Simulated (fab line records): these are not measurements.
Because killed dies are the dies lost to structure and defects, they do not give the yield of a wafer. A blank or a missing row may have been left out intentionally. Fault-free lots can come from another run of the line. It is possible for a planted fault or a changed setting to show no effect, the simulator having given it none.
fab line records | flow sky130
record lots=12 | wafers=35 | last-day=50
route steps=708 shown FIELD_ISO@28 VIA4@641 METAL5@666 PAD_OPEN@708
lots untouched by any fault: they come from a run of this same line in which no faults occurred
start-h: hours from the record's first day to the start of the lot's first wafer shown | wait-h: time in hours since the lot's previous step | " as in the row above | L1.1+2: one row covering several wafers at once | - no value, or no start was given | * or withheld: withheld | < > ~ a bound
route shown NAME@n: a module of which the file shows steps, and the number in the route of the first | usual: mean/standard deviation taken from wafers without a fault | same: alike in all rows | chamber/n: place in a boat | sites: readings site by site | _std_site: the standard deviation of these | _edge_site: mean of outer sites minus mean of inner sites | radius-mm: for every site, how far away it sits from the centre of the wafer | mask NAME#n: copy n | behind: tool/chamber where the wafer was last shaped | hold: why the lot went on hold/how many hours it stayed there/how the hold came to an end | device: names the non-switching transistor (n, p or np) | end of line: at the end of the route, the tests of the same wafers | step lacking rows: just its recipe | killed: dies that structure and defects cost at the first sort, which is not the same as the wafer's yield | map: shows each die of a wafer: x if killed, . if not, _ if none is there
set.NAME: the setting the step ran with; set.NAME@STEP: the setting that earlier step ran with | model.NAME: the simulator's own value behind a step, which no gauge read
route steps across a sampled set of lots; one table per step, one row per wafer
services: from which hour (start-h, from the record's first day; less than 0 if before it) a tool's chamber was out of use, for how many hours, and why
## steps
# step SKY_FIELD_ISO_CMP_27
# recipe stop-on=Si3N4 | t-overpolish-s=16 | down-force-psi=4 | platen-rpm=60 | target-thk-nm=457.8 | pad-velocity-m-s=0.94248
# usual head-pressure-psi=4.001/0.0085 | motor-current-A=11.2/1 | overpolish-run-s=16.000/0.0095 | time-to-endpoint-s=114/5.1
lot.wafer | tool   | chamber | start-h | wait-h | head-pressure-psi | motor-current-A | overpolish-run-s | time-to-endpoint-s
L205.1    | cmp-01 | 2       | 38.97   | 0.1    | 4.002             | 12.7            | 16.003           | 109
L205.4    | "      | 3       | "       | "      | 3.993             | 11.2            | 16.008           | 120
L205.6    | "      | 1       | "       | "      | 3.994             | 9.7             | 16.000           | 121
L204.3    | cmp-01 | 2       | 39.43   | 0.1    | 4.010             | 12.3            | 16.006           | 105
L204.1    | "      | 3       | "       | "      | 4.005             | 11.6            | 15.998           | 117
L204.4    | "      | 0       | "       | "      | 4.026             | 10.9            | 16.002           | 111
L206.1    | cmp-01 | 3       | 44.40   | 0.0    | 3.994             | 11.3            | 16.004           | 120
L206.3    | "      | 1       | "       | "      | 3.989             | 9.6             | 16.006           | 115
L206.6    | "      | 0       | "       | "      | 3.991             | 10.5            | 16.019           | 109
L207.1    | cmp-01 | 1       | 48.18   | 0.1    | 4.005             | 9.3             | 15.996           | 119
L207.5    | "      | 0       | "       | "      | 3.986             | 10.9            | 16.002           | 115
L207.6    | "      | 1       | "       | "      | 3.987             | 9.1             | 16.003           | 119
L208.2    | cmp-02 | 0       | 52.89   | 0.0    | 4.004             | 11.0            | 16.003           | 104
L208.3    | "      | 2       | "       | "      | 4.002             | 11.9            | 16.005           | 106
L208.4    | "      | 3       | "       | "      | 4.009             | 10.9            | 15.997           | 113
L209.2    | cmp-01 | 1       | 56.58   | 0.1    | 3.988             | 9.4             | 16.023           | 129
L209.3    | "      | 2       | "       | "      | 4.000             | 13.1            | 15.985           | 115
L209.5    | "      | 1       | "       | "      | 3.991             | 9.6             | 15.996           | 127
L210.2    | cmp-02 | 3       | 68.28   | 3.6    | 3.999             | 12.0            | 15.989           | 114
L210.4    | "      | 0       | "       | "      | 4.008             | 10.7            | 16.012           | 107
L210.5    | "      | 3       | "       | "      | 4.003             | 11.9            | 16.005           | 110
L215.4    | cmp-02 | 2       | 91.49   | 0.1    | 3.998             | 11.4            | 15.994           | 114
L215.1    | "      | 3       | "       | "      | 3.999             | 11.7            | 16.005           | 114
L215.6    | "      | 1       | "       | "      | 4.006             | 12.0            | 15.999           | 115
L216.4    | cmp-02 | 3       | 99.13   | 0.0    | 4.020             | 12.1            | 16.004           | 110
L216.5    | "      | 3       | "       | "      | 4.005             | 12.1            | 15.990           | 113
L223.1    | cmp-01 | 2       | 135.97  | 0.0    | 4.000             | 12.0            | 15.984           | 117
L223.4    | "      | 1       | "       | "      | 4.000             | 9.2             | 16.004           | 127
L223.5    | "      | 2       | "       | "      | 3.998             | 12.6            | 15.984           | 119
L224.1    | cmp-01 | 1       | 141.58  | 0.1    | 3.987             | 9.6             | 15.983           | 121
L224.3    | "      | 2       | "       | "      | 3.995             | 13.0            | 15.998           | 116
L224.4    | "      | 3       | "       | "      | 4.003             | 11.0            | 15.998           | 120
L225.4    | cmp-01 | 1       | 143.03  | 0.0    | 4.010             | 9.2             | 15.997           | 121
L225.2    | "      | 2       | "       | "      | 4.002             | 12.5            | 15.988           | 115
L225.5    | "      | 2       | "       | "      | 3.999             | 12.1            | 15.993           | 112
# step SKY_VIA4_CMP_02
# recipe material=SiO2 | down-force-psi=4 | platen-rpm=60 | pad-velocity-m-s=0.94248
# usual head-pressure-psi=4.000/0.0082 | motor-current-A=11.4/0.86
lot.wafer | tool   | chamber | start-h | wait-h | head-pressure-psi | motor-current-A
L204.1    | cmp-01 | 3       | 980.17  | 0.1    | 3.998             | 10.6
L204.3    | "      | 1       | "       | "      | 4.014             | 9.8
L204.4    | "      | 2       | "       | "      | 3.992             | 12.0
L205.1    | cmp-02 | 2       | 981.03  | 0.2    | 3.999             | 11.9
L205.4    | "      | 1       | "       | "      | 3.999             | 12.1
L205.6    | "      | 2       | "       | "      | 4.005             | 12.7
L206.3    | cmp-02 | 0       | 984.46  | 0.0    | 4.003             | 11.1
L206.1    | "      | 3       | "       | "      | 3.986             | 12.1
L206.6    | "      | 1       | "       | "      | 4.002             | 11.6
L207.1    | cmp-02 | 3       | 1003.58 | 0.1    | 3.996             | 11.5
L207.6    | "      | 2       | "       | "      | 4.004             | 12.0
L207.5    | "      | 3       | "       | "      | 4.000             | 12.1
L208.2    | cmp-02 | 3       | 1003.99 | 0.1    | 3.998             | 11.2
L208.3    | "      | 0       | "       | "      | 4.011             | 11.4
L208.4    | "      | 1       | "       | "      | 4.003             | 11.7
L209.2    | cmp-02 | 2       | 1015.56 | 0.1    | 3.997             | 11.8
L209.3    | "      | 3       | "       | "      | 3.991             | 12.3
L209.5    | "      | 1       | "       | "      | 4.000             | 11.0
L210.2    | cmp-01 | 3       | 1029.89 | 0.6    | 3.984             | 10.9
L210.4    | "      | 1       | "       | "      | 4.008             | 9.7
L210.5    | "      | 2       | "       | "      | 4.006             | 12.9
L215.4    | cmp-01 | 3       | 1056.30 | 0.1    | 4.008             | 11.1
L215.1    | "      | 1       | "       | "      | 3.993             | 9.7
L215.6    | "      | 3       | "       | "      | 4.004             | 11.1
L216.4    | cmp-02 | 2       | 1056.99 | 0.2    | 3.997             | 11.2
L216.5    | "      | 3       | "       | "      | 3.994             | 12.4
L223.4    | cmp-01 | 3       | 1105.18 | 0.1    | 4.007             | 11.5
L223.1    | "      | 0       | "       | "      | 4.002             | 10.6
L223.5    | "      | 2       | "       | "      | 3.995             | 12.8
L225.2    | cmp-02 | 1       | 1106.31 | 0.1    | 3.992             | 11.7
L225.4    | "      | 2       | "       | "      | 3.997             | 11.9
L225.5    | "      | 3       | "       | "      | 3.994             | 12.4
L224.3    | cmp-01 | 0       | 1111.81 | 0.1    | 4.004             | 10.8
L224.1    | "      | 1       | "       | "      | 3.983             | 9.8
L224.4    | "      | 2       | "       | "      | 4.004             | 12.4
# step SKY_METAL5_RS_MEAS_05
# recipe thk-meas-gauge=four-point-probe | reads=TiN_of_METAL5_SPUTTER_04+Ti_of_METAL5_SPUTTER_03+AlCu_of_METAL5_SPUTTER_02+TiN_of_METAL5_SPUTTER_01+Ti_of_METAL5_SPUTTER_00
# usual METAL5_ALCU_RS=0.0270/0.00035
lot.wafer | tool          | chamber | start-h | wait-h | METAL5_ALCU_RS[ohm/sq]
L204.1    | film-metro-03 | -       | 1005.49 | 0.0    | 0.0271
L204.3    | "             | -       | "       | "      | 0.0263
L204.4    | "             | -       | "       | "      | 0.0270
L205.1    | film-metro-04 | -       | 1005.84 | 0.0    | 0.0262
L205.4    | "             | -       | "       | "      | 0.0266
L205.6    | "             | -       | "       | "      | 0.0264
L206.1    | film-metro-04 | -       | 1009.10 | 0.0    | 0.0272
L206.3    | "             | -       | "       | "      | 0.0274
L206.6    | "             | -       | "       | "      | 0.0271
L208.2    | film-metro-04 | -       | 1029.13 | 0.0    | 0.0266
L208.3    | "             | -       | "       | "      | 0.0265
L208.4    | "             | -       | "       | "      | 0.0267
L207.1    | film-metro-03 | -       | 1029.41 | 0.0    | 0.0271
L207.5    | "             | -       | "       | "      | 0.0269
L207.6    | "             | -       | "       | "      | 0.0268
L209.2    | film-metro-04 | -       | 1039.23 | 0.0    | 0.0272
L209.3    | "             | -       | "       | "      | 0.0274
L209.5    | "             | -       | "       | "      | 0.0263
L210.2    | film-metro-02 | -       | 1053.39 | 0.0    | 0.0270
L210.4    | "             | -       | "       | "      | 0.0268
L210.5    | "             | -       | "       | "      | 0.0269
L215.1    | film-metro-04 | -       | 1080.17 | 0.0    | 0.0273
L215.4    | "             | -       | "       | "      | 0.0273
L215.6    | "             | -       | "       | "      | 0.0273
L216.4    | film-metro-03 | -       | 1080.53 | 0.1    | 0.0272
L216.5    | "             | -       | "       | "      | 0.0271
L223.1    | film-metro-04 | -       | 1126.63 | 0.0    | 0.0276
L223.4    | "             | -       | "       | "      | 0.0273
L223.5    | "             | -       | "       | "      | 0.0275
L225.2    | film-metro-03 | -       | 1127.88 | 0.0    | 0.0274
L225.4    | "             | -       | "       | "      | 0.0271
L225.5    | "             | -       | "       | "      | 0.0274
L224.1    | film-metro-03 | -       | 1133.06 | 0.0    | 0.0270
L224.3    | "             | -       | "       | "      | 0.0268
L224.4    | "             | -       | "       | "      | 0.0269
# step SKY_METAL5_METAL_ETCH_15
# recipe target-depth-a=12600 | stop-on=SiO2 | over-etch-frac=0.2 | time-s=252 | chemistry=Cl2/BCl3 | resist-sidewall-deg=86 | pressure-mtorr=10 | icp-w=900 | bias-w=48.5 | Cl2_flow_sccm=60 | bcl3-flow-sccm=30
# usual bcl3-flow-sccm=29.99/0.091 | drypump-motor-current-A=5.74/0.17 | oes-product-au=0.894/0.005 | throttle-valve-pct=22.264/0.0087
lot.wafer | tool         | chamber | start-h | wait-h | bcl3-flow-sccm | drypump-motor-current-A | oes-product-au | rf-hours-counter-h | throttle-valve-pct
L204.1    | rie-metal-02 | 1       | 1028.58 | 0.0    | 30.08          | 5.73                    | 0.889          | 6                  | 22.276
L204.3    | "            | 0       | "       | "      | 30.27          | 5.49                    | 0.890          | -                  | 22.265
L204.4    | "            | 1       | "       | "      | 29.95          | 5.75                    | 0.898          | -                  | 22.252
L205.1    | rie-metal-04 | 1       | 1028.98 | 0.0    | 29.96          | 5.75                    | 0.900          | 19                 | 22.253
L205.4    | "            | 0       | "       | "      | 30.02          | 5.86                    | 0.893          | -                  | 22.255
L205.6    | "            | 1       | "       | "      | 30.07          | 5.78                    | 0.893          | -                  | 22.258
L206.1    | rie-metal-02 | 0       | 1031.98 | 0.0    | 29.97          | 5.51                    | 0.890          | 10                 | 22.269
L206.3    | "            | 1       | "       | "      | 29.91          | 5.76                    | 0.892          | -                  | 22.259
L206.6    | "            | 0       | "       | "      | 29.99          | 5.48                    | 0.891          | -                  | 22.269
L208.2    | rie-metal-03 | 1       | 1050.88 | 0.0    | 30.00          | 5.46                    | 0.896          | 22                 | 22.248
L208.3    | "            | 0       | "       | "      | 30.03          | 5.93                    | 0.885          | -                  | 22.255
L208.4    | "            | 1       | "       | "      | 29.95          | 5.47                    | 0.896          | -                  | 22.257
L207.1    | rie-metal-02 | 0       | 1051.18 | 0.0    | 30.00          | 5.48                    | 0.890          | 12                 | 22.272
L207.5    | "            | 1       | "       | "      | 29.95          | 5.74                    | 0.892          | -                  | 22.275
L207.6    | "            | 0       | "       | "      | 29.95          | 5.52                    | 0.887          | -                  | 22.262
L209.2    | rie-metal-02 | 1       | 1060.78 | 0.0    | 30.10          | 5.73                    | 0.894          | 8                  | 22.268
L209.3    | "            | 0       | "       | "      | 30.00          | 5.48                    | 0.892          | -                  | 22.248
L209.5    | "            | 0       | "       | "      | 30.02          | 5.51                    | 0.892          | -                  | 22.246
L210.2    | rie-metal-02 | 1       | 1074.88 | 0.0    | 29.94          | 5.76                    | 0.899          | 9                  | 22.257
L210.4    | "            | 0       | "       | "      | 30.10          | 5.48                    | 0.890          | -                  | 22.266
L210.5    | "            | 0       | "       | "      | 29.93          | 5.48                    | 0.896          | -                  | 22.265
L215.1    | rie-metal-03 | 1       | 1100.13 | 0.0    | 29.95          | 5.44                    | 0.903          | 26                 | 22.264
L215.4    | "            | 0       | "       | "      | 30.10          | 5.90                    | 0.884          | -                  | 22.272
L215.6    | "            | 1       | "       | "      | 29.98          | 5.46                    | 0.900          | -                  | 22.253
L216.4    | rie-metal-04 | 1       | 1100.73 | 0.1    | 30.06          | 5.79                    | 0.888          | -                  | 22.282
L216.5    | "            | 1       | "       | "      | 29.85          | 5.77                    | 0.893          | -                  | 22.253
L223.1    | rie-metal-02 | 1       | 1144.78 | 0.0    | 30.05          | 5.76                    | 0.884          | 14                 | 22.269
L223.4    | "            | 1       | "       | "      | 30.01          | 5.77                    | 0.898          | -                  | 22.254
L223.5    | "            | 1       | "       | "      | 29.99          | 5.77                    | 0.894          | -                  | 22.262
L225.2    | rie-metal-03 | 0       | 1146.14 | 0.1    | 30.15          | 5.90                    | 0.894          | -                  | 22.254
L225.4    | "            | 0       | "       | "      | 30.06          | 5.92                    | 0.898          | -                  | 22.254
L225.5    | "            | 0       | "       | "      | 29.99          | 5.90                    | 0.897          | -                  | 22.272
L224.1    | rie-metal-03 | 0       | 1151.17 | 0.1    | 29.96          | 5.89                    | 0.899          | 28                 | 22.259
L224.3    | "            | 0       | "       | "      | 29.92          | 5.89                    | 0.890          | -                  | 22.251
L224.4    | "            | 0       | "       | "      | 29.90          | 5.92                    | 0.893          | -                  | 22.276
# step SKY_PAD_OPEN_PROBE_99
# usual killed_at_M0_to_M3=44/7.2 | killed_at_M4_up=3.1/1.8 | killed-at-contacts=25/5.2 | killed-at-front-end=15/3.9 | killed-at-other=0.2/0.5 | killed-dies=86/9.5 | killed-on-rim=17/3.5 | killed-open=47/7.3 | killed-short=40/6
# same gross-dies=492 | killed-at-back-side=0
lot.wafer | tool      | chamber | start-h | wait-h | killed_at_M0_to_M3 | killed_at_M4_up | killed-at-contacts | killed-at-front-end | killed-at-other | killed-dies | killed-on-rim | killed-open | killed-short
L208.2    | prober-02 | -       | 1095.63 | 0.1    | 41                 | 3               | 30                 | 21                  | 1               | 96          | 17            | 45          | 51
L208.3    | prober-02 | -       | 1095.68 | 0.2    | 52                 | 3               | 35                 | 14                  | 0               | 104         | 23            | 56          | 48
L208.4    | prober-02 | -       | 1095.73 | 0.2    | 60                 | 1               | 31                 | 16                  | 0               | 108         | 20            | 60          | 48
L215.1    | prober-02 | -       | 1142.52 | 0.1    | 30                 | 3               | 18                 | 220                 | 0               | 271         | 56            | 37          | 28
L215.4    | prober-02 | -       | 1142.67 | 0.2    | 43                 | 1               | 18                 | 205                 | 0               | 267         | 59            | 44          | 24
L215.6    | prober-02 | -       | 1142.77 | 0.2    | 35                 | 0               | 18                 | 213                 | 0               | 266         | 52            | 31          | 31
L216.4    | prober-01 | -       | 1143.62 | 0.2    | 30                 | 1               | 21                 | 235                 | 0               | 287         | 58            | 35          | 35
L216.5    | prober-01 | -       | 1143.67 | 0.2    | 42                 | 2               | 19                 | 218                 | 0               | 281         | 57            | 45          | 30
L224.1    | prober-02 | -       | 1188.38 | 0.1    | 43                 | 1               | 22                 | 12                  | 0               | 78          | 24            | 45          | 33
L224.3    | prober-02 | -       | 1188.48 | 0.2    | 40                 | 5               | 19                 | 13                  | 0               | 77          | 17            | 37          | 40
L224.4    | prober-02 | -       | 1188.53 | 0.2    | 33                 | 4               | 24                 | 20                  | 0               | 81          | 12            | 48          | 33
# killed by level:class
L208.2 CONTACT:geometric-particle:open=10 METAL2:geometric-particle:short=9 VIA1:geometric-particle:open=8 VIA1:geometric-particle:short=8 LOCAL_INTERCONNECT:geometric-particle:short=7 LI_CONTACT:geometric-particle:open=7 POLY_GATE:geometric-particle:short=6 VIA2:geometric-particle:open=6
L208.3 VIA1:geometric-particle:open=15 VIA1:geometric-particle:short=11 CONTACT:geometric-particle:open=10 LI_CONTACT:geometric-particle:open=10 FIELD_ISO:geometric-particle:short=6 CONTACT:geometric-particle:short=6 METAL1:geometric-particle:short=6 METAL2:geometric-particle:open=6
L208.4 LI_CONTACT:geometric-particle:open=12 CONTACT:geometric-particle:open=8 VIA1:geometric-particle:open=8 METAL2:geometric-particle:short=8 VIA3:geometric-particle:short=7 VIA2:geometric-particle:open=7 VIA3:geometric-particle:open=7 FIELD_ISO:geometric-particle:open=6
L215.1 FIELD_ISO:unspecified=206 VIA1:geometric-particle:open=9 LI_CONTACT:geometric-particle:open=5 CONTACT:geometric-particle:open=5 VIA1:geometric-particle:short=5 VIA2:geometric-particle:short=5 POLY_GATE:geometric-particle:short=4 CONTACT:geometric-particle:short=4
L215.4 FIELD_ISO:unspecified=199 VIA1:geometric-particle:open=13 VIA3:geometric-particle:open=8 CONTACT:geometric-particle:open=7 LI_CONTACT:geometric-particle:open=5 VIA2:geometric-particle:open=4 METAL1:geometric-particle:short=4 METAL3:geometric-particle:short=4
L215.6 FIELD_ISO:unspecified=204 VIA1:geometric-particle:open=8 VIA1:geometric-particle:short=6 VIA3:geometric-particle:open=6 CONTACT:geometric-particle:open=5 CONTACT:geometric-particle:short=4 METAL1:geometric-particle:short=4 METAL2:geometric-particle:short=4
L216.4 FIELD_ISO:unspecified=217 CONTACT:geometric-particle:open=11 FIELD_ISO:geometric-particle:short=6 METAL1:geometric-particle:short=6 POLY_GATE:geometric-particle:short=5 VIA1:geometric-particle:open=5 LI_CONTACT:geometric-particle:open=4 VIA3:geometric-particle:short=4
L216.5 FIELD_ISO:unspecified=206 VIA1:geometric-particle:open=14 VIA2:geometric-particle:open=10 FIELD_ISO:geometric-particle:short=5 LOCAL_INTERCONNECT:geometric-particle:short=5 VIA1:geometric-particle:short=5 CONTACT:geometric-particle:open=4 FIELD_ISO:geometric-particle:open=4
L224.1 VIA1:geometric-particle:open=13 VIA3:geometric-particle:open=8 LI_CONTACT:geometric-particle:open=7 CONTACT:geometric-particle:short=5 CONTACT:geometric-particle:open=5 METAL2:geometric-particle:short=5 FIELD_ISO:geometric-particle:short=3 METAL3:geometric-particle:short=3
L224.3 CONTACT:geometric-particle:open=9 VIA1:geometric-particle:short=8 VIA3:geometric-particle:short=7 VIA3:geometric-particle:open=6 VIA1:geometric-particle:open=6 POLY_GATE:geometric-particle:open=5 METAL2:geometric-particle:short=4 VIA2:geometric-particle:short=4
L224.4 VIA1:geometric-particle:open=11 CONTACT:geometric-particle:open=9 POLY_GATE:geometric-particle:open=7 CONTACT:geometric-particle:short=6 FIELD_ISO:geometric-particle:open=5 VIA2:geometric-particle:open=5 LI_CONTACT:geometric-particle:open=4 METAL1:geometric-particle:short=4
## services
tool   | chamber | start-h | hours | kind
cmp-01 | -       | 29.49   | 0.7   | repair
cmp-01 | -       | 51.45   | 3.6   | pm
cmp-01 | -       | 57.78   | 14.3  | pm
cmp-01 | -       | 138.42  | 0.6   | repair
cmp-01 | -       | 155.17  | 4.2   | repair
cmp-01 | -       | 161.45  | 0.8   | repair
cmp-01 | -       | 180.66  | 0.6   | repair
cmp-01 | -       | 185.04  | 0.4   | repair
cmp-01 | -       | 187.88  | 2.5   | repair
cmp-01 | -       | 206.27  | 1.0   | repair
cmp-01 | -       | 228.31  | 14.2  | pm
cmp-01 | -       | 242.55  | 4.0   | pm
cmp-01 | -       | 265.89  | 3.3   | repair
cmp-01 | -       | 316.09  | 3.1   | repair
cmp-01 | -       | 321.05  | 2.6   | repair
cmp-01 | -       | 413.77  | 4.2   | pm
cmp-01 | -       | 465.93  | 0.4   | repair
cmp-01 | -       | 505.90  | 5.6   | pm
cmp-01 | -       | 517.97  | 0.9   | repair
cmp-01 | -       | 582.55  | 4.0   | pm
cmp-01 | -       | 593.44  | 3.4   | repair
cmp-01 | -       | 616.31  | 1.3   | repair
cmp-01 | -       | 740.62  | 1.4   | repair
cmp-01 | -       | 782.77  | 6.5   | pm
## key
first-sign step=SKY_PAD_OPEN_PROBE_99 | reading=killed-at-front-end | direction=up | sigmas=52 | usual=15 | struck=218
effect step=SKY_PAD_OPEN_PROBE_99 | reading=killed-dies | direction=up | sigmas=20 | usual=86 | struck=274
met-at SKY_FIELD_ISO_CMP_27
struck-lots L215,L216
tester-left-out L215,L216
not-acting-at SKY_VIA4_CMP_02,SKY_METAL5_RS_MEAS_05,SKY_METAL5_METAL_ETCH_15
onset-between 68.28 91.49
fault kind=chamber-particle-source | tool=cmp-02 | chamber=- | onset-h=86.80 | steps=SKY_FIELD_ISO_CMP_27 | rate-per-visit-cm2=1.1365 | end-h=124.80
# tester-left-out: of these lots the tester's yield and bins aren't shown, on N5 and GAA mostly nor the transistor test; their killed dies are dies lost to structure and defects alone, not to doping, threshold or leakage, so they don't give the yield
